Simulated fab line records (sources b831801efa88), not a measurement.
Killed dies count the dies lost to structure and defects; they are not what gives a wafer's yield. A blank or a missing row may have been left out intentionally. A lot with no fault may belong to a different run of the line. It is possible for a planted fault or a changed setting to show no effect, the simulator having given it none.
Which tool is to blame?    flow gf180mcu    24 lots, 72 wafers sampled, at 5 steps of a route of 602

WHAT EACH GAUGE READ, for each wafer
GF_STI_THK_MEAS_24. Usual: STI_CVD_23_THK 650 nm, standard deviation 7.4.
lot   measured     on             STI_CVD_23_THK (nm)  flag
L074  day 2 03:51  film metro-03  653 646 647          
L075  day 2 10:22  film metro-01  642 639 652          
L076  day 2 14:02  film metro-02  644 640 648          
L077  day 2 20:21  film metro-02  648 657 659          
L078  day 3 00:19  film metro-01  664 660 658          
L079  day 3 05:44  film metro-03  648 640 645          
L080  day 3 13:02  film metro-03  653 661 667          
L081  day 3 20:06  film metro-03  645 649 651          
L082  day 3 22:39  film metro-03  659 651 650          
L083  day 4 03:25  film metro-02  655 656 660          
L084  day 4 09:19  film metro-03  656 651 654          
L085  day 4 15:31  film metro-02  642 645 646          
L086  day 4 20:50  film metro-02  645 658 660          
L087  day 4 23:07  film metro-03  636 641 641          
L088  day 5 05:56  film metro-02  651 653 650          
L089  day 5 09:40  film metro-01  640 637 647          
L090  day 5 12:49  film metro-02  661 650 654          
L091  day 5 19:41  film metro-03  650 654 650          
L092  day 6 02:19  film metro-03  658 657 649          
L093  day 6 05:49  film metro-03  645 650 643          
L094  day 6 11:01  film metro-02  655 648 652          
L095  day 6 15:48  film metro-02  660 662 646          
L096  day 6 20:57  film metro-03  638 642 640          
L097  day 7 01:47  film metro-03  660 639 651          

GF_V1_CD_MEAS_14: the cd target is 260 nm. Usual: 260.1 nm for cd nm, sd 1.
lot   measured      on         cd nm (nm)         flag
L074  day 17 23:32  cd sem-01  260.8 260.8 260.5  
L075  day 18 09:40  cd sem-01  260.6 261.4 261.3  
L076  day 18 12:04  cd sem-02  259.7 260.4 260.2  
L077  day 19 03:17  cd sem-01  260.3 260.3 261.6  
L078  day 19 12:23  cd sem-01  259.3 259.6 259.4  
L079  day 19 23:53  cd sem-01  260.2 259.9 259.7  
L080  day 20 14:50  cd sem-02  260.0 260.2 258.5  
L081  day 20 22:43  cd sem-02  260.3 260.1 259.5  
L082  day 21 03:40  cd sem-01  259.1 259.5 261.7  
L083  day 21 19:18  cd sem-01  260.0 260.3 260.3  
L084  day 21 22:41  cd sem-02  260.3 260.7 260.7  
L085  day 22 09:04  cd sem-01  260.1 261.5 259.9  
L086  day 22 19:35  cd sem-01  258.9 259.3 259.8  
L087  day 22 22:25  cd sem-02  260.1 260.5 260.5  
L088  day 23 09:56  cd sem-02  258.9 258.2 258.0  
L089  day 23 14:28  cd sem-01  259.2 259.4 258.8  
L090  day 23 20:04  cd sem-01  261.6 261.4 261.7  
L091  day 24 03:52  cd sem-01  259.1 258.2 259.2  
L092  day 24 10:20  cd sem-02  261.2 262.6 261.0  
L093  day 24 17:19  cd sem-01  261.0 260.4 261.3  
L094  day 24 21:38  cd sem-02  259.8 260.5 259.4  
L095  day 25 06:59  cd sem-02  260.6 260.1 259.9  
L096  day 25 15:16  cd sem-02  259.7 260.4 261.0  
L097  day 25 18:23  cd sem-02  259.3 259.4 258.4  

GF_M2_THK_MEAS_06: measures by xrf. Usual: M2_ALCU_THK 446 nm, standard deviation 5.4.
lot   measured      on             M2_ALCU_THK (nm)  flag
L074  day 18 01:23  film metro-04  445 457 459       
L075  day 18 11:50  film metro-04  457 446 459       
L076  day 18 13:59  film metro-01  442 447 443       
L077  day 19 05:08  film metro-03  439 449 437       
L078  day 19 14:15  film metro-01  448 447 449       
L079  day 20 01:52  film metro-04  444 446 440       
L080  day 20 16:49  film metro-03  443 440 443       
L081  day 21 00:55  film metro-04  439 443 439       
L082  day 21 05:37  film metro-03  449 450 451       
L083  day 21 21:08  film metro-03  440 444 451       
L084  day 22 00:32  film metro-03  447 446 449       
L085  day 22 10:55  film metro-04  457 455 445       
L086  day 22 21:28  film metro-03  449 452 452       
L087  day 23 00:18  film metro-03  450 445 449       
L088  day 23 11:47  film metro-04  442 444 439       
L089  day 23 16:19  film metro-01  453 455 452       
L090  day 23 22:07  film metro-04  440 449 435       
L091  day 24 05:44  film metro-04  447 447 442       
L092  day 24 12:11  film metro-03  444 449 446       
L093  day 24 19:09  film metro-01  442 437 447       
L094  day 24 23:29  film metro-01  442 438 431       
L095  day 25 08:49  film metro-03  444 446 449       
L096  day 25 17:10  film metro-04  439 436 447       
L097  day 25 20:13  film metro-01  449 444 446       

GF_V2_THK_MEAS_01. Usual: V2_CVD_00_THK 601 nm, standard deviation 6.1.
lot   measured      on             V2_CVD_00_THK (nm)  flag
L074  day 19 02:11  film metro-02  587 586 595         
L075  day 19 13:01  film metro-02  596 598 606         
L076  day 19 16:04  film metro-04  598 604 612         
L077  day 20 07:25  film metro-04  597 603 594         
L078  day 20 16:21  film metro-02  605 605 611         
L079  day 21 03:41  film metro-02  593 604 602         
L080  day 21 17:44  film metro-04  589 607 592         
L081  day 22 02:47  film metro-02  605 615 594         
L082  day 22 06:18  film metro-02  607 600 595         
L083  day 22 21:38  film metro-02  599 604 597         
L084  day 23 00:40  film metro-01  603 601 603         
L085  day 23 10:05  film metro-01  602 600 599         
L086  day 23 21:02  film metro-01  596 601 606         
L087  day 23 23:37  film metro-04  604 598 603         
L088  day 24 10:37  film metro-01  592 604 597         
L089  day 24 15:30  film metro-02  596 601 607         
L090  day 24 21:12  film metro-04  609 597 598         
L091  day 25 04:02  film metro-01  610 602 602         
L092  day 25 09:59  film metro-02  600 590 586         
L093  day 25 17:25  film metro-04  606 603 600         
L094  day 25 21:22  film metro-04  605 607 615         
L095  day 26 06:18  film metro-01  594 606 603         
L096  day 26 15:13  film metro-04  597 610 603         
L097  day 26 17:34  film metro-01  601 598 607         

TOOL THAT RAN EACH LOT (tool first, then ch and the chambers of the sampled wafers, then the start)
lot   GF_M2_SPUTTER_03
L074  pvd sputter-01, day 18 01:12
L075  pvd sputter-03, day 18 11:39
L076  pvd sputter-02, day 18 13:47
L077  pvd sputter-01, day 19 04:57
L078  pvd sputter-03, day 19 14:04
L079  pvd sputter-03, day 20 01:41
L080  pvd sputter-02, day 20 16:38
L081  pvd sputter-01, day 21 00:44
L082  pvd sputter-02, day 21 05:25
L083  pvd sputter-01, day 21 20:57
L084  pvd sputter-02, day 22 00:20
L085  pvd sputter-01, day 22 10:42
L086  pvd sputter-02, day 22 21:16
L087  pvd sputter-02, day 23 00:07
L088  pvd sputter-02, day 23 11:35
L089  pvd sputter-02, day 23 16:08
L090  pvd sputter-03, day 23 21:56
L091  pvd sputter-02, day 24 05:32
L092  pvd sputter-02, day 24 12:01
L093  pvd sputter-01, day 24 18:57
L094  pvd sputter-01, day 24 23:18
L095  pvd sputter-01, day 25 08:38
L096  pvd sputter-01, day 25 16:59
L097  pvd sputter-03, day 25 20:01
- GF_M2_SPUTTER_03: material Ti, target thk 10 nm, time 6.7 s.

WHAT THE TOOLS THEMSELVES READ (means of the sampled wafers that have a number; where no wafer has one, the mark that the record gives instead)
GF_M2_SPUTTER_03. Usual: 30.0 % for throttle valve pct, sd 0.92.
lot   tool            throttle valve pct (%)  flag
L074  pvd sputter-01  29.9                    
L075  pvd sputter-03  29.8                    
L076  pvd sputter-02  30.5                    
L077  pvd sputter-01  30.2                    
L078  pvd sputter-03  29.6                    
L079  pvd sputter-03  29.3                    
L080  pvd sputter-02  30.4                    
L081  pvd sputter-01  31.0                    
L082  pvd sputter-02  29.6                    
L083  pvd sputter-01  30.1                    
L084  pvd sputter-02  29.7                    
L085  pvd sputter-01  30.4                    
L086  pvd sputter-02  30.6                    
L087  pvd sputter-02  30.0                    
L088  pvd sputter-02  30.5                    
L089  pvd sputter-02  29.7                    
L090  pvd sputter-03  29.8                    
L091  pvd sputter-02  30.0                    
L092  pvd sputter-02  30.6                    
L093  pvd sputter-01  30.4                    
L094  pvd sputter-01  30.2                    
L095  pvd sputter-01  30.3                    
L096  pvd sputter-01  30.3                    
L097  pvd sputter-03  29.7                    

THE ANSWER, worked out from the rows above alone
Rule: lot off if the mean of its wafers having a number is beyond 3 standard deviations from the usual mean. Also off: a lot with no number at a reading for which 4 or more lots have one. The other lots that the step has rows for count as sound. After the gauges, taken in route order, come the tools' own readings; for these a lot's mean is taken, as printed above. The first step at which some lot is off is used, and at that step the reading that is off furthest; a lot without a number counts as furthest.
No lot is off on any of the readings shown, so nothing can be concluded from this.

WHAT HAD BEEN PUT IN BY THE SIMULATOR
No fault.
